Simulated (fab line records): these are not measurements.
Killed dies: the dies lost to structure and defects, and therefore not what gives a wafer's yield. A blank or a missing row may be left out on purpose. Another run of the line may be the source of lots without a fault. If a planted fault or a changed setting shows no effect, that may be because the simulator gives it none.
A lot that was struck, set against a sound lot	flow sky130	15 steps out of a route of 708
Sound: wafers L563.1, L563.2, L563.6. Wafers struck: L565.2, L565.4, L565.6. The cause is named last.
Order at every step that has rows: each side's tool, ch and its chambers, its first start. Under that, the readings that differ: sound wafers	struck wafers	difference of the means	sigmas: that difference in standard deviations of wafers without a fault.
alike: words and numbers the same on both sides, and readings whose means are apart by under 2 such deviations; not compared: readings that were withheld, readings missing a value for some wafer, numbers with overlapping values and no deviation given by the record, and bounds like >300 which may hide the same value.
The two part at a step that has a row with sigmas, a row that says differs or no value, or rows on one side only. Non-overlapping numbers with no deviation appear without sigmas and do not part them. A reading that every wafer of one side lacks parts them only if that side has two wafers or more.

first, 3 steps without rows for these wafers: SKY_SD_P_EXPOSE_04 (exposes mask PSDM, target cd 380 nm); SKY_SD_P_PEB_05; SKY_SD_P_DEVELOP_06 (develop time 60 s).
SKY_SD_P_CD_MEAS_07: target cd 380 nm.
  sound: cd_sem-01 at day 27 02:34; struck: cd_sem-02 at day 27 08:59
  alike: cd_nm
SKY_SD_P_OVL_MEAS_08:
  sound: overlay-01 at day 27 02:41; struck: overlay-01 at day 27 09:06
  alike: SD_P_OVL
then, 1 step without rows for these wafers: SKY_SD_P_IMPLANT_09.
SKY_SD_P_STRIP_10: strips in O2/N2.
  sound on plasma_asher-03 ch 0,1, day 27 02:53; struck on plasma_asher-03 ch 0, day 27 09:17
  alike: chamber_pressure_mTorr, drypump_motor_current_A, oes_product_au, strip_time_to_endpoint_s
  not compared: rf_hours_counter_h
SKY_SD_P_TW_MEAS_11:
  sound: film_metro-01 at day 27 02:59; struck: film_metro-03 at day 27 09:23
reading	sound	struck	difference	sigmas
SD_P_TW	2850 2845 2837	2791 2782 2792	-56	-3
then, 4 steps without rows for these wafers: SKY_RES_XHIGH_DEHYDRATE_00 (time 60 s); SKY_RES_XHIGH_HMDS_01 (prime time 60 s); SKY_RES_XHIGH_COAT_02 (resist thk 1140 nm); SKY_RES_XHIGH_SOFTBAKE_03 (time 60 s).
SKY_RES_XHIGH_EXPOSE_04: exposes mask URPM, target cd 1270 nm.
  sound on iline_stepper-02 ch 0, day 27 17:41; struck on iline_stepper-01 ch 0, day 27 23:42
reading	sound	struck	difference	sigmas
model.RES_XHIGH.overlay_x_nm (nm)	-0.9087 -0.9087 -0.9087	180 180 180	+181	
  alike: mask, reticle_temp_C
then, 1 step without rows for these wafers: SKY_RES_XHIGH_PEB_05.
-- record jumps: 19 days separate the struck wafers' starts on either side; left off in module RES_XHIGH, taken up again in module PAD_OPEN, whose first shown step is the route's number 708 --
SKY_PAD_OPEN_PROBE_99:
  the record has rows for the struck wafers here (prober-02, day 47 05:53) and none for the sound ones

== WHERE THEY PART ==
Earliest at SKY_SD_P_TW_MEAS_11; latest, in this record, at SKY_PAD_OPEN_PROBE_99.

WHY: what had been put in by the simulator
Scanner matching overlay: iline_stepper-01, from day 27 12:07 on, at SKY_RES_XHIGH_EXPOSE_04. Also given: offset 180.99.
